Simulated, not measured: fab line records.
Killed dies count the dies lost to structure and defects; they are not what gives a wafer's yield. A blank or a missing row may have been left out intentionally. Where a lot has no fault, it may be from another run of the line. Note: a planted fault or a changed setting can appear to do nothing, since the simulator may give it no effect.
Chamber matching / flow sky130 / cmp-02 running SKY_VIA1_CMP_02: 4 sister chambers
The step polishes SiO2. 4 wafers are shown with their chamber, then 12 later ones without.

## WAFERS, EACH WITH ITS CHAMBER
wafer=L089.5; chamber=0; motor-current-A (A)=10.8
wafer=L092.3; chamber=2; motor-current-A (A)=12.7
wafer=L092.4; chamber=1; motor-current-A (A)=10.5
wafer=L092.5; chamber=3; motor-current-A (A)=11.5

## WAFERS WITHOUT THEIR CHAMBER
wafer=L091.1; motor-current-A (A)=10.8
wafer=L091.3; motor-current-A (A)=11.6
wafer=L091.5; motor-current-A (A)=11.5
wafer=L093.2; motor-current-A (A)=11.9
wafer=L093.3; motor-current-A (A)=12.8
wafer=L093.4; motor-current-A (A)=11.7
wafer=L094.1; motor-current-A (A)=11.6
wafer=L094.4; motor-current-A (A)=11.1
wafer=L094.5; motor-current-A (A)=11.3
wafer=L095.3; motor-current-A (A)=10.6
wafer=L095.4; motor-current-A (A)=11.6
wafer=L095.5; motor-current-A (A)=11.7

## WHICH CHAMBER EACH ONE RAN IN
wafer=L091.1; from the rows above=can't be placed: 0 or 1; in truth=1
wafer=L091.3; from the rows above=3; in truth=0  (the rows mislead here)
wafer=L091.5; from the rows above=3; in truth=3
wafer=L093.2; from the rows above=3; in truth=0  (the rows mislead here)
wafer=L093.3; from the rows above=2; in truth=2
wafer=L093.4; from the rows above=3; in truth=3
wafer=L094.1; from the rows above=3; in truth=3
wafer=L094.4; from the rows above=can't be placed: 0 or 3 or 1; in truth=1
wafer=L094.5; from the rows above=can't be placed: 3 or 0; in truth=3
wafer=L095.3; from the rows above=can't be placed: 1 or 0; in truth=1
wafer=L095.4; from the rows above=3; in truth=3
wafer=L095.5; from the rows above=3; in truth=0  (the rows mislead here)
5 of 12 placed correctly. Unplaceable from these rows: 4, with the true chamber sitting among the candidates in 4. 3 placed wrongly.
How it was worked out, from the rows above alone: a wafer's distance from a chamber is the root of the sum, over the readings, of the square of ((its reading less the chamber's mean) divided by the reading's scatter). The wafer belongs to the nearest chamber; if the next one is less than 2 further off, it can't be placed. For every chamber, the mean is computed from those of its wafers that are shown. The scatter (one wafer shown for each chamber): square how far every hidden wafer sits from the nearest shown wafer, average those squares and take the square root.
